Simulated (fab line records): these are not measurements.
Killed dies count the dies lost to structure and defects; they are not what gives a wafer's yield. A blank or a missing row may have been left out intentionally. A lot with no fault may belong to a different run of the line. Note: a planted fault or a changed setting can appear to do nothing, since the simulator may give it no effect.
fab line records + flow sky130
record:
- lots: 6
- wafers: 18
- last_day: 50
route steps=708 shown VIA2@509
lots untouched by any fault: they come from a run of this same line in which no faults occurred
start_h: hours from the record's first day to the start of the lot's first wafer shown + wait_h: hours elapsed since this lot's preceding step + " repeats the value in the row above + L1.1+2: a row that stands for several wafers + - no value, or no start given + * or withheld: withheld + < > ~ a bound
route shown NAME@n: names a module that has steps shown in the file, with the first one's number in the route + usual: mean/standard deviation taken from wafers without a fault + same: alike in all rows + chamber/n: place in a boat + sites: per-site readings + _std_site: standard deviation of those values + _edge_site: the outer-site mean with the inner-site mean subtracted + radius_mm: for every site, how far away it sits from the centre of the wafer + mask NAME#n: copy n + behind: the tool/chamber that last shaped the wafer + hold: cause of the lot's hold/its duration in hours/its outcome + device: the transistor (n, p or np) that didn't switch + end of line: the route-end tests of the same wafers + for a step that has no rows: nothing shown but its recipe + killed: dies lost to structure and defects at the first sort, not the wafer's yield + map: dies across one wafer; x = killed, . = not, _ = none there
set.NAME: the setting the step ran with; set.NAME@STEP: the setting that earlier step ran with + model.NAME: the simulator's own value behind a step, which no gauge read
lots at selected steps of the route; one table per step, one row per wafer
services: when a tool's chamber went out of use (start_h, in hours from the record's first day, below 0 if earlier), for how many hours, and the reason
== steps ==
step: SKY_VIA2_CMP_02
recipe:
- material: SiO2
- down_force_psi: 4
- platen_rpm: 60
- pad_velocity_m_s: 0.94248
usual:
- motor_current_A: 12.0/1.3
- slurry_filter_dp_kPa: 13.49/0.14
| lot.wafer | tool   | chamber | start_h | wait_h | motor_current_A | slurry_filter_dp_kPa |
|-----------|--------|---------|---------|--------|-----------------|----------------------|
| L939.1    | cmp-01 | 3       | 891.95  | 0.1    | 12.1            | 13.45                |
| L939.2    | "      | 0       | "       | "      | 11.9            | 13.62                |
| L939.6    | "      | 0       | "       | "      | 12.1            | 13.31                |
| L941.2    | cmp-02 | 2       | 902.23  | 0.0    | 13.6            | 13.68                |
| L941.3    | "      | 3       | "       | "      | 12.3            | 13.48                |
| L941.1    | "      | 0       | "       | "      | 12.4            | 13.43                |
| L944.4    | cmp-02 | 2       | 925.31  | 0.0    | 12.7            | 13.47                |
| L944.1    | "      | 3       | "       | "      | 11.5            | 13.54                |
| L944.2    | "      | 0       | "       | "      | 12.8            | 13.49                |
| L950.2    | cmp-01 | 1       | 946.45  | 0.0    | 13.5            | 13.50                |
| L950.3    | "      | 2       | "       | "      | 9.6             | 13.34                |
| L950.4    | "      | 0       | "       | "      | 12.7            | 13.54                |
| L953.1    | cmp-02 | 3       | 973.53  | 0.1    | 11.8            | 13.81                |
| L953.2    | "      | 0       | "       | "      | 12.5            | 13.27                |
| L953.3    | "      | 1       | "       | "      | 11.7            | 13.67                |
| L955.1    | cmp-02 | 1       | 975.78  | 0.1    | 12.1            | 13.32                |
| L955.4    | "      | 3       | "       | "      | 11.9            | 13.56                |
| L955.6    | "      | 1       | "       | "      | 11.8            | 13.46                |
step: SKY_VIA2_BOW_MEAS_03
recipe:
- mode: bow
usual:
- VIA2_BOW: 87/8.1
| lot.wafer | tool          | chamber | start_h | wait_h | VIA2_BOW[um] |
|-----------|---------------|---------|---------|--------|--------------|
| L939.1    | film_metro-02 | -       | 892.25  | 0.2    | 87           |
| L939.2    | "             | -       | "       | "      | 92           |
| L939.6    | "             | -       | "       | "      | 102          |
| L941.1    | film_metro-04 | -       | 902.53  | 0.1    | 90           |
| L941.2    | "             | -       | "       | "      | 77           |
| L941.3    | "             | -       | "       | "      | 85           |
| L944.1    | film_metro-02 | -       | 925.61  | 0.2    | 95           |
| L944.2    | "             | -       | "       | "      | 106          |
| L944.4    | "             | -       | "       | "      | 97           |
| L950.2    | film_metro-04 | -       | 946.77  | 0.3    | 96           |
| L950.3    | "             | -       | "       | "      | 94           |
| L950.4    | "             | -       | "       | "      | 80           |
| L953.1    | film_metro-02 | -       | 973.83  | 0.2    | 85           |
| L953.2    | "             | -       | "       | "      | 93           |
| L953.3    | "             | -       | "       | "      | 90           |
| L955.1    | film_metro-03 | -       | 976.03  | 0.2    | 87           |
| L955.4    | "             | -       | "       | "      | 87           |
| L955.6    | "             | -       | "       | "      | 75           |
step: SKY_VIA2_DEHYDRATE_04
recipe:
- temp_c: 200
- time_s: 60
step: SKY_VIA2_HMDS_05
recipe:
- prime_time_s: 60
- prime_temp_c: 120
step: SKY_VIA2_COAT_06
recipe:
- resist: BARC
- temp_c: withheld
- time_s: withheld
- spin_rpm: 3000
- resist_thk_nm: 60
step: SKY_VIA2_COAT_07
recipe:
- resist: KrF-thick
- spin_rpm: 3000
- resist_thk_nm: 450
step: SKY_VIA2_SOFTBAKE_08
recipe:
- temp_c: 100
- time_s: 90
- resist: KrF-thick
step: SKY_VIA2_EXPOSE_09
recipe:
- mask_id: VIM2
- na: 0.8
- source_shape: annular
- sigma_inner: 0.55
- sigma_outer: 0.85
- target_cd_nm: 200
- dose_mj: 38
step: SKY_VIA2_PEB_10
recipe:
- peb_temp_c: withheld
- peb_time_s: withheld
- resist: KrF-thick
step: SKY_VIA2_DEVELOP_11
recipe:
- develop_time_s: 60
- resist: KrF-thick
- dev_temp_c: 21
step: SKY_VIA2_CD_MEAS_12
recipe:
- target_cd_nm: 200
usual:
- cd_nm: 200.3/1.5
| lot.wafer | tool      | chamber | start_h | wait_h | cd_nm |
|-----------|-----------|---------|---------|--------|-------|
| L939.1    | cd_sem-01 | -       | 917.21  | -      | 199.9 |
| L939.2    | "         | -       | "       | "      | 199.6 |
| L939.6    | "         | -       | "       | "      | 199.7 |
| L941.1    | cd_sem-02 | -       | 926.47  | -      | 200.4 |
| L941.2    | "         | -       | "       | "      | 199.0 |
| L941.3    | "         | -       | "       | "      | 200.0 |
| L944.1    | cd_sem-01 | -       | 949.66  | -      | 199.1 |
| L944.2    | "         | -       | "       | "      | 199.8 |
| L944.4    | "         | -       | "       | "      | 198.8 |
| L950.2    | cd_sem-02 | -       | 970.59  | -      | 201.5 |
| L950.3    | "         | -       | "       | "      | 201.9 |
| L950.4    | "         | -       | "       | "      | 202.0 |
| L953.1    | cd_sem-01 | -       | 997.63  | -      | 199.5 |
| L953.2    | "         | -       | "       | "      | 199.6 |
| L953.3    | "         | -       | "       | "      | 197.8 |
| L955.1    | cd_sem-02 | -       | 1000.17 | -      | 201.2 |
| L955.4    | "         | -       | "       | "      | 202.4 |
| L955.6    | "         | -       | "       | "      | 201.2 |
step: SKY_VIA2_OVL_MEAS_13
usual:
- VIA2_OVL: -3/4.5
| lot.wafer | tool       | chamber | start_h | wait_h | VIA2_OVL[nm] |
|-----------|------------|---------|---------|--------|--------------|
| L939.1    | overlay-02 | -       | 917.33  | 0.1    | 5            |
| L939.2    | "          | -       | "       | "      | 0            |
| L939.6    | "          | -       | "       | "      | -4           |
| L941.1    | overlay-01 | -       | 926.59  | 0.1    | -1           |
| L941.2    | "          | -       | "       | "      | 2            |
| L941.3    | "          | -       | "       | "      | -6           |
| L944.1    | overlay-02 | -       | 949.78  | 0.1    | -11          |
| L944.2    | "          | -       | "       | "      | 5            |
| L944.4    | "          | -       | "       | "      | -3           |
| L950.2    | overlay-01 | -       | 970.69  | 0.1    | 0            |
| L950.3    | "          | -       | "       | "      | -4           |
| L950.4    | "          | -       | "       | "      | 0            |
| L953.1    | overlay-01 | -       | 997.75  | 0.1    | -7           |
| L953.2    | "          | -       | "       | "      | -3           |
| L953.3    | "          | -       | "       | "      | -5           |
| L955.1    | overlay-02 | -       | 1000.32 | 0.1    | -3           |
| L955.4    | "          | -       | "       | "      | -11          |
| L955.6    | "          | -       | "       | "      | -2           |
step: SKY_VIA2_ETCH_14
recipe:
- chemistry: N2/H2
- target: BARC
- ion_energy_ev: 200
- source_w: 500
- bias_w: 100
- pressure_mtorr: 30
- n2_flow_sccm: 100
- h2_flow_sccm: 200
- stop_on: SiO2
- time_s: 45.9
- target_depth_a: 600
usual:
- bias_w: 100.0/0.31
- drypump_motor_current_A: 5.7/0.58
- oes_product_au: 0.855/0.0048
- run_length_s: 74.4/0.56
- throttle_valve_pct: 13.225/0.0089
| lot.wafer | tool        | chamber | start_h | wait_h | bias_w | drypump_motor_current_A | oes_product_au | rf_hours_counter_h | run_length_s | throttle_valve_pct | model.KrF-thick_of_VIA2_COAT_07.thk_nm |
|-----------|-------------|---------|---------|--------|--------|-------------------------|----------------|--------------------|--------------|--------------------|----------------------------------------|
| L939.1    | rie_diel-02 | 3       | 917.37  | 0.0    | 99.6   | 5.7                     | 0.854          | 4                  | 74.4         | 13.217             | 390.5                                  |
| L939.2    | "           | 0       | "       | "      | 99.6   | 6.5                     | 0.855          | 12                 | 73.7         | 13.227             | 390.3                                  |
| L939.6    | "           | 2       | "       | "      | 100.0  | 5.0                     | 0.851          | -                  | 74.6         | 13.232             | 390.5                                  |
| L941.1    | rie_diel-02 | 0       | 926.62  | 0.0    | 100.6  | 6.5                     | 0.846          | 12                 | 73.5         | 13.230             | 392.4                                  |
| L941.2    | "           | 1       | "       | "      | 99.6   | 5.9                     | 0.868          | 12                 | 73.9         | 13.211             | 394.1                                  |
| L941.3    | "           | 3       | "       | "      | 100.4  | 5.7                     | 0.853          | 4                  | 75.1         | 13.231             | 394.4                                  |
| L944.1    | rie_diel-02 | 0       | 949.82  | 0.0    | 99.5   | 6.6                     | 0.847          | 13                 | 74.1         | 13.222             | 390.1                                  |
| L944.2    | "           | 1       | "       | "      | 100.4  | 5.9                     | 0.856          | 13                 | 74.1         | 13.232             | 390.9                                  |
| L944.4    | "           | 3       | "       | "      | -      | 5.7                     | 1.007          | 5                  | 64.5         | 13.254             | 400.9                                  |
| L950.2    | rie_diel-02 | 2       | 970.72  | 0.0    | 100.7  | 5.0                     | 0.864          | 25                 | 74.8         | 13.233             | 396                                    |
| L950.3    | "           | 0       | "       | "      | -      | 6.5                     | 0.998          | 14                 | 63.6         | 13.244             | 404.2                                  |
| L950.4    | "           | 1       | "       | "      | -      | 5.9                     | 0.994          | 14                 | 63.5         | 13.244             | 403.5                                  |
| L953.1    | rie_diel-01 | 1       | 997.79  | 0.0    | 100.4  | 4.8                     | 0.850          | 10                 | 75.1         | 13.222             | 391.2                                  |
| L953.2    | "           | 0       | "       | "      | 99.6   | 5.6                     | 0.849          | 13                 | 73.3         | 13.210             | 390.6                                  |
| L953.3    | "           | 2       | "       | "      | 100.1  | 6.7                     | 0.845          | 14                 | 74.8         | 13.243             | 390.4                                  |
| L955.1    | rie_diel-04 | 1       | 1000.35 | 0.0    | 100.2  | 6.0                     | 0.845          | 17                 | 74.0         | 13.227             | 392.5                                  |
| L955.4    | "           | 1       | "       | "      | 99.6   | 6.0                     | 0.850          | -                  | 73.6         | 13.227             | 391.6                                  |
| L955.6    | "           | 2       | "       | "      | 100.0  | 5.5                     | 0.852          | -                  | 74.4         | 13.229             | 394.2                                  |
step: SKY_VIA2_ETCH_15
recipe:
- target: SiO2
- chemistry: C4F8/O2/Ar
- target_depth_nm: 546
- stop_on: TiN
- mask_material: KrF-thick
- source_w: 1500
- bias_w: 1200
- pressure_mtorr: 40
- c4f8_flow_sccm: withheld
- O2_flow_sccm: 6
- Ar_flow_sccm: 300
- time_s: 84
usual:
- bias_w: 1200/3.3
- oes_product_au: 0.940/0.0046
- run_length_s: 112.4/0.51
| lot.wafer | tool        | chamber | start_h | wait_h | bias_w | oes_product_au | rf_hours_counter_h | run_length_s | model.KrF-thick_of_VIA2_COAT_07.thk_nm |
|-----------|-------------|---------|---------|--------|--------|----------------|--------------------|--------------|----------------------------------------|
| L939.1    | rie_diel-02 | 3       | 917.41  | 0.0    | 1204   | 0.945          | 4                  | 113.3        | 282.8                                  |
| L939.2    | "           | 0       | "       | "      | 1203   | 0.946          | 12                 | 111.9        | 281.8                                  |
| L939.6    | "           | 2       | "       | "      | 1202   | 0.943          | -                  | 112.8        | 282.1                                  |
| L941.1    | rie_diel-02 | 0       | 926.66  | 0.0    | 1196   | 0.933          | 12                 | 112.2        | 284.2                                  |
| L941.2    | "           | 1       | "       | "      | 1202   | 0.943          | 12                 | 112.1        | 285.3                                  |
| L941.3    | "           | 3       | "       | "      | 1199   | 0.946          | 4                  | 112.9        | 286                                    |
| L944.1    | rie_diel-02 | 0       | 949.86  | 0.0    | 1198   | 0.941          | 13                 | 111.8        | 281.9                                  |
| L944.2    | "           | 1       | "       | "      | 1199   | 0.945          | 13                 | 112.0        | 282.1                                  |
| L944.4    | "           | 3       | "       | "      | 1201   | 0.801          | 5                  | 113.0        | 292.4                                  |
| L950.2    | rie_diel-02 | 2       | 970.76  | 0.0    | 1198   | 0.934          | 25                 | 112.8        | 286                                    |
| L950.3    | "           | 0       | "       | "      | 1203   | 0.633          | 14                 | 112.2        | 295.2                                  |
| L950.4    | "           | 1       | "       | "      | 1199   | 0.634          | 14                 | 112.5        | 293.1                                  |
| L953.1    | rie_diel-01 | 1       | 997.83  | 0.0    | 1203   | 0.945          | 10                 | 112.9        | 282.6                                  |
| L953.2    | "           | 0       | "       | "      | 1201   | 0.941          | 13                 | 111.4        | 281.5                                  |
| L953.3    | "           | 2       | "       | "      | 1199   | 0.938          | 14                 | 112.6        | 282.6                                  |
| L955.1    | rie_diel-04 | 1       | 1000.40 | 0.0    | 1203   | 0.943          | 17                 | 111.7        | 282.9                                  |
| L955.4    | "           | 1       | "       | "      | 1200   | 0.933          | -                  | 111.8        | 283                                    |
| L955.6    | "           | 2       | "       | "      | 1197   | 0.944          | -                  | 112.7        | 284.7                                  |
step: SKY_VIA2_STRIP_16
recipe:
- chemistry: O2/N2
- power_w: 1400
- pressure_mtorr: 1500
- platen_temp_c: withheld
- o2_flow_sccm: 3000
- n2_flow_sccm: 300
- overash_fraction: 0.5
usual:
- drypump_motor_current_A: 5.6/0.39
- oes_product_au: 0.398/0.0046
- strip_time_to_endpoint_s: 4.047/0.021
| lot.wafer | tool            | chamber | start_h | wait_h | drypump_motor_current_A | oes_product_au | rf_hours_counter_h | strip_time_to_endpoint_s |
|-----------|-----------------|---------|---------|--------|-------------------------|----------------|--------------------|--------------------------|
| L939.1    | plasma_asher-04 | 0       | 917.47  | 0.0    | 5.4                     | 0.392          | 106                | 4.028                    |
| L939.2    | "               | 1       | "       | "      | 5.8                     | 0.396          | 106                | 4.036                    |
| L939.6    | "               | 0       | "       | "      | 5.4                     | 0.394          | -                  | 4.032                    |
| L941.1    | plasma_asher-02 | 1       | 926.73  | 0.0    | 5.4                     | 0.396          | 19                 | 4.050                    |
| L941.2    | "               | 0       | "       | "      | 6.4                     | 0.396          | 19                 | 4.059                    |
| L941.3    | "               | 1       | "       | "      | 5.4                     | 0.397          | -                  | 4.077                    |
| L944.1    | plasma_asher-04 | 1       | 949.92  | 0.0    | 5.8                     | 0.398          | 110                | 4.026                    |
| L944.2    | "               | 0       | "       | "      | 5.4                     | 0.393          | 110                | 4.040                    |
| L944.4    | "               | 0       | "       | "      | 5.4                     | 0.402          | -                  | 4.140                    |
| L950.2    | plasma_asher-02 | 0       | 970.83  | 0.0    | 6.4                     | 0.399          | 24                 | 4.073                    |
| L950.3    | "               | 1       | "       | "      | 5.4                     | 0.402          | -                  | 4.172                    |
| L950.4    | "               | 0       | "       | "      | 6.3                     | 0.395          | -                  | 4.142                    |
| L953.1    | plasma_asher-01 | 1       | 997.90  | 0.0    | 5.3                     | 0.398          | 90                 | 4.037                    |
| L953.2    | "               | 0       | "       | "      | 5.4                     | 0.402          | 90                 | 4.032                    |
| L953.3    | "               | 1       | "       | "      | 5.3                     | 0.395          | -                  | 4.036                    |
| L955.1    | plasma_asher-01 | 0       | 1000.46 | 0.0    | 5.4                     | 0.396          | 90                 | 4.052                    |
| L955.4    | "               | 1       | "       | "      | 5.3                     | 0.386          | -                  | 4.053                    |
| L955.6    | "               | 0       | "       | "      | 5.4                     | 0.401          | -                  | 4.055                    |
step: SKY_VIA2_STRIP_17
recipe:
- chemistry: post_etch_residue_remover
- time_s: 1200
- temp_c: 72.5
== services ==
| tool        | chamber | start_h | hours | kind                           |
|-------------|---------|---------|-------|--------------------------------|
| rie_diel-01 | 3       | 869.22  | 12.1  | repair                         |
| rie_diel-02 | 3       | 869.84  | 14.6  | repair                         |
| rie_diel-02 | 0       | 874.11  | 9.6   | repair                         |
| rie_diel-04 | 3       | 883.27  | 2.9   | repair                         |
| rie_diel-02 | 0       | 885.51  | 1.2   | repair                         |
| rie_diel-04 | 0       | 888.90  | 5.4   | repair                         |
| rie_diel-04 | 1       | 894.43  | 11.4  | repair                         |
| cmp-01      | -       | 895.85  | 2.3   | repair                         |
| cmp-01      | -       | 912.00  | 4.0   | pm                             |
| cmp-01      | -       | 916.00  | -     | consumable_replace:conditioner |
| cmp-01      | -       | 916.00  | -     | consumable_replace:pad         |
| rie_diel-01 | 3       | 939.99  | 4.2   | repair                         |
| rie_diel-04 | 3       | 949.54  | 4.9   | repair                         |
| cmp-02      | -       | 953.87  | 1.1   | repair                         |
| rie_diel-04 | 3       | 968.77  | 5.7   | repair                         |
| rie_diel-04 | 3       | 976.29  | -     | clean                          |
| rie_diel-04 | 3       | 976.29  | -     | consumable_replace:showerhead  |
| rie_diel-04 | 3       | 976.29  | 24.8  | scheduled_down                 |
| rie_diel-04 | 3       | 976.29  | 24.8  | vent_cycle                     |
| rie_diel-02 | 0       | 977.53  | 2.9   | repair                         |
| cmp-02      | -       | 980.36  | 0.3   | repair                         |
| cmp-02      | -       | 994.34  | 8.3   | repair                         |
== key ==
first_sign:
- step: SKY_VIA2_ETCH_14
- reading: oes_product_au
- direction: up
- sigmas: 30
- usual: 0.855
- struck: 0.999
effect:
- step: SKY_VIA2_ETCH_14
- reading: run_length_s
- direction: down
- sigmas: 19
- usual: *
- struck: *
effect:
- step: SKY_VIA2_ETCH_15
- reading: oes_product_au
- direction: down
- sigmas: 55
- usual: 0.940
- struck: 0.689
effect:
- step: SKY_VIA2_STRIP_16
- reading: strip_time_to_endpoint_s
- direction: up
- sigmas: 4.9
- usual: *
- struck: *
model_effect:
- step: SKY_VIA2_ETCH_14
- value: KrF-thick_of_VIA2_COAT_07.thk_nm
- without: 393.1
- struck: 402.9
model_effect:
- step: SKY_VIA2_ETCH_15
- value: KrF-thick_of_VIA2_COAT_07.thk_nm
- without: 283.7
- struck: 293.5
met_at SKY_VIA2_ETCH_14
struck_wafers L944.4,L950.3,L950.4
later_rows_left_out L950.4
sort_left_out L944.4,L950.3,L950.4
onset_between 926.62 949.82
fault:
- kind: process_parameter_drift
- tool: rie_diel-02
- chamber: -
- onset_h: 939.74
- steps: SKY_VIA2_ETCH_14
- channel: time_s
- offset: *
- shape: step
- end_h: 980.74
- scope: struck_wafers_only
- acts_in: *
- stated: *
sort_left_out: the simulated sort isn't trusted on such a fault, so these wafers' sort isn't shown, and their yield isn't known
later_rows_left_out: the simulator's readings of these wafers behind a module that went badly wrong aren't trusted and aren't shown, but for the sort
